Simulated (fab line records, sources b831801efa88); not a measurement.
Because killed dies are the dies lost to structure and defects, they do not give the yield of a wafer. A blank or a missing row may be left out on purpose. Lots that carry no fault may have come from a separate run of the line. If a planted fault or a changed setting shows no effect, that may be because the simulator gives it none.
fab line records	flow sky130	part 1 of 2: steps 1 to 30 of 42
record lots=5	wafers=15	last_day=50
route steps=708 shown VT_ADJUST_LVTN@98 VT_ADJUST_NCORE@119 VT_ADJUST_HVTR@131
lots that met no fault: from a run of the same line without faults
start_h: start of the lot's first displayed wafer, in hours after the record's first day	wait_h: how many hours have passed since the lot's step before this one	" same as the row above	L1.1+2: several wafers, shown together as one row	- no value, or no start given	* or withheld: withheld	< > ~ a bound
route shown NAME@n: a module of which the file shows steps, and the number in the route of the first	usual: average and standard deviation across the fault-free wafers	same: alike in all rows	chamber/n: place in a boat	sites: each site's reading	_std_site: standard deviation of those values	_edge_site: the outer-site mean with the inner-site mean subtracted	radius_mm: how far each site lies from the wafer's centre	mask NAME#n: copy n	behind: the tool/chamber that last shaped the wafer	hold: reason for holding the lot/hours on hold/outcome of the hold	device: the n, p or np transistor that did not switch	end of line: at the end of the route, the tests of the same wafers	a step with no rows: only its recipe	killed: dies that structure and defects cost at the first sort, which is not the same as the wafer's yield	map: a wafer's dies, x killed, . not, _ none there
set.NAME: the setting as run; set.NAME@STEP: as run at that earlier step	model.NAME: the simulator's own value behind a step, which no gauge read
lots at some steps of the route; a table a step, a row a wafer
services: when a tool's chamber went out of use (start_h, in hours from the record's first day, below 0 if earlier), for how many hours, and the reason
## steps
# step SKY_VT_ADJUST_LVTN_HMDS_01
# recipe prime_time_s=60	prime_temp_c=120
lot.wafer	tool	chamber	start_h	wait_h
L078.2+3+6	litho_track-04	0	185.67	0.1
L088.1+5+6	litho_track-01	0	225.05	0.1
L091.1+2+5	litho_track-02	0	246.60	0.1
L094.1+3+6	litho_track-02	0	257.95	0.1
L096.3+4+5	litho_track-04	0	274.30	0.1
# step SKY_VT_ADJUST_LVTN_COAT_02
# recipe spin_rpm=2000	resist_thk_nm=3000
lot.wafer	tool	chamber	start_h	wait_h
L078.2+3+6	litho_track-04	0	185.82	0.1
L088.1+5+6	litho_track-01	0	225.20	0.1
L091.1+2+5	litho_track-02	0	246.75	0.1
L094.1+3+6	litho_track-02	0	258.10	0.1
L096.3+4+5	litho_track-04	0	274.45	0.1
# step SKY_VT_ADJUST_LVTN_SOFTBAKE_03
# recipe temp_c=110	time_s=withheld
# usual plate_temp_C=110.00/0.14
lot.wafer	tool	chamber	start_h	wait_h	plate_temp_C
L078.2	litho_track-04	0	185.98	0.1	109.87
L078.3	"	0	"	"	110.04
L078.6	"	0	"	"	110.00
L088.1	litho_track-01	0	225.35	0.1	110.08
L088.5	"	0	"	"	109.83
L088.6	"	0	"	"	110.04
L091.1	litho_track-02	0	246.90	0.1	109.97
L091.2	"	0	"	"	110.03
L091.5	"	0	"	"	110.31
L094.1	litho_track-02	0	258.25	0.1	110.13
L094.3	"	0	"	"	110.04
L094.6	"	0	"	"	110.03
L096.3	litho_track-04	0	274.61	0.1	109.94
L096.4	"	0	"	"	109.94
L096.5	"	0	"	"	109.93
# step SKY_VT_ADJUST_LVTN_EXPOSE_04
# recipe mask_id=NWM_COMPLEMENT_LESS_NATIVE	na=0.6	source_shape=conventional	sigma_outer=0.6	polarization=unpolarized	target_cd_nm=840	dose_mj=194
# same sigma_outer=0.6
lot.wafer	tool	chamber	start_h	wait_h	mask
L078.2+3+6	iline_stepper-02	0	-	-	NWM_COMPLEMENT_LESS_NATIVE#0
L088.1+5+6	iline_stepper-02	0	-	-	NWM_COMPLEMENT_LESS_NATIVE#0
L091.1+2+5	iline_stepper-02	0	-	-	NWM_COMPLEMENT_LESS_NATIVE#0
L094.1+3+6	iline_stepper-01	0	-	-	NWM_COMPLEMENT_LESS_NATIVE#0
L096.3+4+5	iline_stepper-01	0	-	-	NWM_COMPLEMENT_LESS_NATIVE#0
# step SKY_VT_ADJUST_LVTN_PEB_05
# recipe temp_c=115	time_s=withheld
# usual plate_temp_C=115.02/0.15
lot.wafer	tool	chamber	start_h	wait_h	plate_temp_C
L078.2	litho_track-01	0	-	-	115.02
L078.3	"	0	"	"	114.92
L078.6	"	0	"	"	115.10
L088.1	litho_track-01	0	-	-	114.82
L088.5	"	0	"	"	115.03
L088.6	"	0	"	"	114.97
L091.1	litho_track-04	0	-	-	115.05
L091.2	"	0	"	"	115.09
L091.5	"	0	"	"	114.97
L094.1	litho_track-02	0	-	-	114.99
L094.3	"	0	"	"	115.14
L094.6	"	0	"	"	115.00
L096.3	litho_track-04	0	-	-	115.24
L096.4	"	0	"	"	115.04
L096.5	"	0	"	"	114.95
# step SKY_VT_ADJUST_LVTN_DEVELOP_06
# recipe wall_angle_deg=90	developer=TMAH	develop_time_s=60	dev_temp_c=23
lot.wafer	tool	chamber	start_h	wait_h
L078.2+3+6	litho_track-01	0	-	-
L088.1+5+6	litho_track-01	0	-	-
L091.1+2+5	litho_track-04	0	-	-
L094.1+3+6	litho_track-02	0	-	-
L096.3+4+5	litho_track-04	0	-	-
# step SKY_VT_ADJUST_LVTN_OVL_MEAS_07
# usual VT_ADJUST_LVTN_OVL=1.1/1.6
lot.wafer	tool	chamber	start_h	wait_h	VT_ADJUST_LVTN_OVL[nm]
L078.2	overlay-02	-	197.16	-	0.7
L078.3	"	-	"	"	-0.4
L078.6	"	-	"	"	1.4
L088.1	overlay-02	-	237.40	-	2.4
L088.5	"	-	"	"	1.1
L088.6	"	-	"	"	1.6
L091.1	overlay-02	-	258.80	-	4.8
L091.2	"	-	"	"	5.4
L091.5	"	-	"	"	1.3
L094.1	overlay-02	-	270.45	-	0.2
L094.3	"	-	"	"	2.8
L094.6	"	-	"	"	4.3
L096.3	overlay-02	-	287.41	-	1.8
L096.4	"	-	"	"	1.4
L096.5	"	-	"	"	1.7
# step SKY_VT_ADJUST_LVTN_IMPLANT_08
# recipe species=B	energy_kev=30	dose_cm2=1.57e+12	tilt_deg=withheld
# usual beam_energy_keV=30.000/0.009
lot.wafer	tool	chamber	start_h	wait_h	beam_energy_keV
L078.2	implanter-02	0	197.24	0.1	29.994
L078.3	"	0	"	"	29.997
L078.6	"	0	"	"	29.993
L088.1	implanter-04	0	237.44	0.0	29.988
L088.5	"	0	"	"	30.001
L088.6	"	0	"	"	29.998
L091.1	implanter-04	0	258.83	0.0	29.998
L091.2	"	0	"	"	30.008
L091.5	"	0	"	"	29.998
L094.1	implanter-03	0	270.49	0.0	30.015
L094.3	"	0	"	"	30.013
L094.6	"	0	"	"	30.005
L096.3	implanter-03	0	287.48	0.1	30.003
L096.4	"	0	"	"	30.004
L096.5	"	0	"	"	30.012
# step SKY_VT_ADJUST_LVTN_STRIP_09
# recipe chemistry=O2/N2	power_w=1400	pressure_mtorr=1500	platen_temp_c=withheld	o2_flow_sccm=3000	n2_flow_sccm=300	overash_fraction=0.5
# usual drypump_motor_current_A=5.5/0.54	n2_flow_sccm=300.2/0.83	oes_product_au=0.723/0.0047	strip_time_to_endpoint_s=36.93/0.12
lot.wafer	tool	chamber	start_h	wait_h	drypump_motor_current_A	n2_flow_sccm	oes_product_au	rf_hours_counter_h	strip_time_to_endpoint_s
L078.2	plasma_asher-02	1	197.49	0.2	5.9	300.9	0.725	7	36.96
L078.3	"	1	"	"	5.9	300.7	0.721	-	37.02
L078.6	"	0	"	"	4.7	299.5	0.720	-	36.93
L088.1	plasma_asher-02	1	237.59	0.1	5.9	300.4	0.722	11	37.03
L088.5	"	1	"	"	5.9	299.0	0.727	-	36.98
L088.6	"	0	"	"	4.8	300.7	0.726	-	36.98
L091.1	plasma_asher-02	0	258.98	0.1	4.8	301.4	0.725	13	36.85
L091.2	"	1	"	"	5.9	300.9	0.720	13	36.89
L091.5	"	0	"	"	4.8	300.7	0.716	-	36.95
L094.1	plasma_asher-04	0	270.64	0.1	5.2	300.9	0.725	61	36.95
L094.3	"	0	"	"	5.2	301.0	0.715	-	37.02
L094.6	"	0	"	"	5.2	300.5	0.725	-	36.99
L096.3	plasma_asher-01	0	287.62	0.1	5.3	300.4	0.731	-	36.99
L096.4	"	1	"	"	6.3	300.3	0.730	-	37.00
L096.5	"	0	"	"	5.3	299.2	0.727	-	36.89
# step SKY_VT_ADJUST_LVTN_TW_MEAS_10
# usual VT_ADJUST_LVTN_TW=243.0/1.9
lot.wafer	tool	chamber	start_h	wait_h	VT_ADJUST_LVTN_TW
L078.2	film_metro-02	-	197.60	0.1	241.0
L078.3	"	-	"	"	240.6
L078.6	"	-	"	"	240.6
L088.1	film_metro-01	-	237.69	0.1	243.1
L088.5	"	-	"	"	242.1
L088.6	"	-	"	"	243.4
L091.1	film_metro-04	-	259.08	0.1	245.9
L091.2	"	-	"	"	246.9
L091.5	"	-	"	"	245.4
L094.1	film_metro-02	-	270.74	0.1	241.5
L094.3	"	-	"	"	241.4
L094.6	"	-	"	"	243.0
L096.3	film_metro-02	-	287.70	0.1	241.4
L096.4	"	-	"	"	242.5
L096.5	"	-	"	"	242.5
# step SKY_VT_ADJUST_LVTN_DEHYDRATE_11
# recipe temp_c=200	time_s=60
# usual plate_temp_C=199.99/0.15
lot.wafer	tool	chamber	start_h	wait_h	plate_temp_C
L078.2	litho_track-01	0	207.58	10.0	200.23
L078.3	"	0	"	"	199.98
L078.6	"	0	"	"	200.04
L088.1	litho_track-04	0	248.20	10.5	199.93
L088.5	"	0	"	"	200.18
L088.6	"	0	"	"	199.93
L091.1	litho_track-02	0	270.45	11.4	200.21
L091.2	"	0	"	"	200.07
L091.5	"	0	"	"	200.09
L094.1	litho_track-02	0	282.10	11.4	200.05
L094.3	"	0	"	"	200.10
L094.6	"	0	"	"	200.00
L096.3	litho_track-01	0	299.60	11.9	199.94
L096.4	"	0	"	"	200.21
L096.5	"	0	"	"	200.11
# step SKY_VT_ADJUST_LVTN_HMDS_12
# recipe prime_time_s=60	prime_temp_c=120
lot.wafer	tool	chamber	start_h	wait_h
L078.2+3+6	litho_track-01	0	207.73	0.1
L088.1+5+6	litho_track-04	0	248.35	0.1
L091.1+2+5	litho_track-02	0	270.60	0.1
L094.1+3+6	litho_track-02	0	282.25	0.1
L096.3+4+5	litho_track-01	0	299.75	0.1
# step SKY_VT_ADJUST_LVTN_COAT_13
# recipe resist=NOVOLAK	spin_rpm=3000	resist_thk_nm=1140
lot.wafer	tool	chamber	start_h	wait_h
L078.2+3+6	litho_track-01	0	207.88	0.1
L088.1+5+6	litho_track-04	0	248.50	0.1
L091.1+2+5	litho_track-02	0	270.75	0.1
L094.1+3+6	litho_track-02	0	282.40	0.1
L096.3+4+5	litho_track-01	0	299.90	0.1
# step SKY_VT_ADJUST_LVTN_SOFTBAKE_14
# recipe temp_c=90	time_s=60	resist=NOVOLAK
# usual plate_temp_C=90.00/0.13
lot.wafer	tool	chamber	start_h	wait_h	plate_temp_C
L078.2	litho_track-01	0	208.03	0.1	90.15
L078.3	"	0	"	"	90.07
L078.6	"	0	"	"	89.93
L088.1	litho_track-04	0	248.65	0.1	90.01
L088.5	"	0	"	"	90.15
L088.6	"	0	"	"	90.01
L091.1	litho_track-02	0	270.90	0.1	89.82
L091.2	"	0	"	"	89.90
L091.5	"	0	"	"	89.83
L094.1	litho_track-02	0	282.55	0.1	89.88
L094.3	"	0	"	"	89.98
L094.6	"	0	"	"	90.08
L096.3	litho_track-01	0	300.05	0.1	90.04
L096.4	"	0	"	"	90.02
L096.5	"	0	"	"	90.15
# step SKY_VT_ADJUST_LVTN_EXPOSE_15
# recipe mask_id=HVN_STD_DERIVED	na=0.6	source_shape=conventional	sigma_outer=0.6	polarization=unpolarized	target_cd_nm=600	dose_mj=163
# same sigma_outer=0.6
lot.wafer	tool	chamber	start_h	wait_h	mask
L078.2+3+6	iline_stepper-02	0	-	-	HVN_STD_DERIVED#0
L088.1+5+6	iline_stepper-01	0	-	-	HVN_STD_DERIVED#0
L091.1+2+5	iline_stepper-02	0	-	-	HVN_STD_DERIVED#0
L094.1+3+6	iline_stepper-01	0	-	-	HVN_STD_DERIVED#0
L096.3+4+5	iline_stepper-01	0	-	-	HVN_STD_DERIVED#0
# step SKY_VT_ADJUST_LVTN_PEB_16
# recipe temp_c=withheld	time_s=*	resist=NOVOLAK
lot.wafer	tool	chamber	start_h	wait_h
L078.2+3+6	litho_track-01	0	-	-
L088.1+5+6	litho_track-01	0	-	-
L091.1+2+5	litho_track-02	0	-	-
L094.1+3+6	litho_track-04	0	-	-
L096.3+4+5	litho_track-02	0	-	-
# step SKY_VT_ADJUST_LVTN_DEVELOP_17
# recipe resist=NOVOLAK	developer=TMAH	develop_time_s=60	dev_temp_c=23
lot.wafer	tool	chamber	start_h	wait_h
L078.2+3+6	litho_track-01	0	219.38	0.1
L088.1+5+6	litho_track-01	0	261.00	0.1
L091.1+2+5	litho_track-02	0	282.85	0.1
L094.1+3+6	litho_track-04	0	295.00	0.1
L096.3+4+5	litho_track-02	0	312.35	0.1
# step SKY_VT_ADJUST_LVTN_OVL_MEAS_18
# usual VT_ADJUST_LVTN_01_OVL=1.1/1.6
lot.wafer	tool	chamber	start_h	wait_h	VT_ADJUST_LVTN_01_OVL[nm]
L078.2	overlay-02	-	219.51	0.1	-0.6
L078.3	"	-	"	"	2.6
L078.6	"	-	"	"	2.4
L088.1	overlay-01	-	261.15	0.1	0.4
L088.5	"	-	"	"	0.5
L088.6	"	-	"	"	0.2
L091.1	overlay-02	-	283.00	0.1	2.2
L091.2	"	-	"	"	5.7
L091.5	"	-	"	"	3.9
L094.1	overlay-02	-	295.15	0.1	0.6
L094.3	"	-	"	"	0.6
L094.6	"	-	"	"	0.8
L096.3	overlay-02	-	312.47	0.1	-0.8
L096.4	"	-	"	"	-0.2
L096.5	"	-	"	"	0.9
# step SKY_VT_ADJUST_LVTN_IMPLANT_19
# recipe species=B	energy_kev=30	dose_cm2=6.5e+11	tilt_deg=withheld
# usual beam_energy_keV=30.001/0.0093
lot.wafer	tool	chamber	start_h	wait_h	beam_energy_keV
L078.2	implanter-04	0	219.56	0.0	30.007
L078.3	"	0	"	"	30.003
L078.6	"	0	"	"	30.011
L088.1	implanter-04	0	261.19	0.0	30.006
L088.5	"	0	"	"	30.003
L088.6	"	0	"	"	29.999
L091.1	implanter-04	0	283.04	0.0	29.995
L091.2	"	0	"	"	29.997
L091.5	"	0	"	"	29.991
L094.1	implanter-03	0	295.18	0.0	30.002
L094.3	"	0	"	"	30.005
L094.6	"	0	"	"	30.012
L096.3	implanter-04	0	312.54	0.1	30.009
L096.4	"	0	"	"	29.999
L096.5	"	0	"	"	29.998
# step SKY_VT_ADJUST_LVTN_STRIP_20
# recipe chemistry=O2/N2	power_w=1400	pressure_mtorr=1500	platen_temp_c=withheld	o2_flow_sccm=3000	n2_flow_sccm=300	overash_fraction=0.5
# usual drypump_motor_current_A=5.6/0.55	n2_flow_sccm=299.8/1	oes_product_au=0.715/0.0046	strip_time_to_endpoint_s=14.18/0.043
lot.wafer	tool	chamber	start_h	wait_h	drypump_motor_current_A	n2_flow_sccm	oes_product_au	rf_hours_counter_h	strip_time_to_endpoint_s
L078.2	plasma_asher-04	1	219.69	0.1	6.0	300.4	0.710	56	14.16
L078.3	"	0	"	"	5.2	301.6	0.702	-	14.19
L078.6	"	0	"	"	5.2	302.4	0.716	-	14.16
L088.1	plasma_asher-01	1	261.34	0.1	6.2	299.1	0.713	59	14.21
L088.5	"	0	"	"	5.2	298.7	0.709	-	14.19
L088.6	"	1	"	"	6.2	299.9	0.725	-	14.19
L091.1	plasma_asher-01	0	283.19	0.1	5.2	298.5	0.720	61	14.16
L091.2	"	1	"	"	6.3	299.5	0.715	61	14.23
L091.5	"	1	"	"	6.2	300.0	0.707	-	14.19
L094.1	plasma_asher-01	0	295.33	0.1	5.2	299.5	0.728	63	14.06
L094.3	"	1	"	"	6.2	299.9	0.715	-	14.11
L094.6	"	0	"	"	5.2	299.7	0.718	-	14.11
L096.3	plasma_asher-01	1	312.67	0.1	6.2	300.2	0.713	-	14.15
L096.4	"	0	"	"	5.3	297.5	0.714	-	14.17
L096.5	"	1	"	"	6.2	301.0	0.717	-	14.15
# step SKY_VT_ADJUST_LVTN_TW_MEAS_21
# usual VT_ADJUST_LVTN_2_TW=189.5/1.5
lot.wafer	tool	chamber	start_h	wait_h	VT_ADJUST_LVTN_2_TW
L078.2	film_metro-01	-	219.80	0.1	189.9
L078.3	"	-	"	"	189.5
L078.6	"	-	"	"	188.2
L088.1	film_metro-02	-	261.44	0.1	188.8
L088.5	"	-	"	"	188.5
L088.6	"	-	"	"	188.2
L091.1	film_metro-04	-	283.29	0.1	188.7
L091.2	"	-	"	"	187.1
L091.5	"	-	"	"	188.6
L094.1	film_metro-02	-	295.43	0.1	188.8
L094.3	"	-	"	"	188.5
L094.6	"	-	"	"	188.7
L096.3	film_metro-02	-	312.76	0.1	188.7
L096.4	"	-	"	"	188.1
L096.5	"	-	"	"	187.8
# step SKY_VT_ADJUST_NCORE_DEHYDRATE_00
# recipe temp_c=200	time_s=60
# usual plate_temp_C=200.00/0.17
lot.wafer	tool	chamber	start_h	wait_h	plate_temp_C
L078.2	litho_track-03	0	230.27	10.5	199.88
L078.3	"	0	"	"	199.98
L078.6	"	0	"	"	200.08
L088.1	litho_track-03	0	273.39	11.9	200.19
L088.5	"	0	"	"	200.06
L088.6	"	0	"	"	200.23
L091.1	litho_track-03	0	295.59	12.3	199.99
L091.2	"	0	"	"	199.87
L091.5	"	0	"	"	200.05
L094.1	litho_track-01	0	306.95	11.5	199.72
L094.3	"	0	"	"	199.93
L094.6	"	0	"	"	199.94
L096.3	litho_track-02	0	325.90	13.1	200.11
L096.4	"	0	"	"	199.76
L096.5	"	0	"	"	199.86
# step SKY_VT_ADJUST_NCORE_HMDS_01
# recipe prime_time_s=60	prime_temp_c=120
lot.wafer	tool	chamber	start_h	wait_h
L078.2+3+6	litho_track-03	0	230.42	0.1
L088.1+5+6	litho_track-03	0	273.54	0.1
L091.1+2+5	litho_track-03	0	295.74	0.1
L094.1+3+6	litho_track-01	0	307.10	0.1
L096.3+4+5	litho_track-02	0	326.05	0.1
# step SKY_VT_ADJUST_NCORE_COAT_02
# recipe resist=NOVOLAK	spin_rpm=3000	resist_thk_nm=1140
lot.wafer	tool	chamber	start_h	wait_h
L078.2+3+6	litho_track-03	0	230.57	0.1
L088.1+5+6	litho_track-03	0	273.69	0.1
L091.1+2+5	litho_track-03	0	295.89	0.1
L094.1+3+6	litho_track-01	0	307.25	0.1
L096.3+4+5	litho_track-02	0	326.20	0.1
# step SKY_VT_ADJUST_NCORE_SOFTBAKE_03
# recipe temp_c=90	time_s=60	resist=NOVOLAK
# usual plate_temp_C=90.04/0.12
lot.wafer	tool	chamber	start_h	wait_h	plate_temp_C
L078.2	litho_track-03	0	230.72	0.1	89.98
L078.3	"	0	"	"	90.10
L078.6	"	0	"	"	89.88
L088.1	litho_track-03	0	273.84	0.1	89.99
L088.5	"	0	"	"	90.07
L088.6	"	0	"	"	89.90
L091.1	litho_track-03	0	296.04	0.1	90.09
L091.2	"	0	"	"	89.95
L091.5	"	0	"	"	90.20
L094.1	litho_track-01	0	307.40	0.1	90.13
L094.3	"	0	"	"	90.05
L094.6	"	0	"	"	90.05
L096.3	litho_track-02	0	326.35	0.1	90.04
L096.4	"	0	"	"	89.90
L096.5	"	0	"	"	90.00
# step SKY_VT_ADJUST_NCORE_EXPOSE_04
# recipe mask_id=LVTN_COMPLEMENT_THIN	na=0.6	source_shape=conventional	sigma_outer=0.6	polarization=unpolarized	target_cd_nm=380	dose_mj=139
# same sigma_outer=0.6
lot.wafer	tool	chamber	start_h	wait_h	mask
L078.2+3+6	iline_stepper-01	0	-	-	LVTN_COMPLEMENT_THIN#0
L088.1+5+6	iline_stepper-02	0	-	-	LVTN_COMPLEMENT_THIN#0
L091.1+2+5	iline_stepper-01	0	-	-	LVTN_COMPLEMENT_THIN#0
L094.1+3+6	iline_stepper-02	0	-	-	LVTN_COMPLEMENT_THIN#0
L096.3+4+5	iline_stepper-01	0	-	-	LVTN_COMPLEMENT_THIN#0
# step SKY_VT_ADJUST_NCORE_PEB_05
# recipe temp_c=withheld	time_s=*	resist=NOVOLAK
lot.wafer	tool	chamber	start_h	wait_h
L078.2+3+6	litho_track-01	0	-	-
L088.1+5+6	litho_track-03	0	-	-
L091.1+2+5	litho_track-03	0	-	-
L094.1+3+6	litho_track-03	0	-	-
L096.3+4+5	litho_track-02	0	-	-
# step SKY_VT_ADJUST_NCORE_DEVELOP_06
# recipe resist=NOVOLAK	developer=TMAH	develop_time_s=60	dev_temp_c=23
lot.wafer	tool	chamber	start_h	wait_h
L078.2+3+6	litho_track-01	0	241.98	0.1
L088.1+5+6	litho_track-03	0	285.69	0.1
L091.1+2+5	litho_track-03	0	308.24	0.1
L094.1+3+6	litho_track-03	0	320.74	0.1
L096.3+4+5	litho_track-02	0	339.20	0.1
# step SKY_VT_ADJUST_NCORE_CD_MEAS_07
# recipe target_cd_nm=380
# usual cd_nm=380.4/2.2
lot.wafer	tool	chamber	start_h	wait_h	cd_nm
L078.2	cd_sem-01	-	242.12	0.1	380.3
L078.3	"	-	"	"	379.4
L078.6	"	-	"	"	377.5
L088.1	cd_sem-02	-	285.84	0.1	382.0
L088.5	"	-	"	"	380.5
L088.6	"	-	"	"	380.6
L091.1	cd_sem-02	-	308.39	0.1	380.7
L091.2	"	-	"	"	381.2
L091.5	"	-	"	"	381.7
L094.1	cd_sem-01	-	320.89	0.1	378.3
L094.3	"	-	"	"	378.3
L094.6	"	-	"	"	376.2
L096.3	cd_sem-01	-	339.34	0.1	383.6
L096.4	"	-	"	"	383.2
L096.5	"	-	"	"	381.5
# step SKY_VT_ADJUST_NCORE_OVL_MEAS_08
# usual VT_ADJUST_NCORE_OVL=-0.7/1.5
lot.wafer	tool	chamber	start_h	wait_h	VT_ADJUST_NCORE_OVL[nm]
L078.2	overlay-01	-	242.23	0.1	1.1
L078.3	"	-	"	"	1.5
L078.6	"	-	"	"	-0.2
L088.1	overlay-02	-	285.96	0.1	-0.4
L088.5	"	-	"	"	-0.1
L088.6	"	-	"	"	-0.4
L091.1	overlay-02	-	308.51	0.1	-1.2
L091.2	"	-	"	"	-1.4
L091.5	"	-	"	"	-2.1
L094.1	overlay-01	-	321.01	0.1	-2.0
L094.3	"	-	"	"	-2.4
L094.6	"	-	"	"	0.3
L096.3	overlay-01	-	339.44	0.1	-0.4
L096.4	"	-	"	"	-1.4
L096.5	"	-	"	"	-0.1
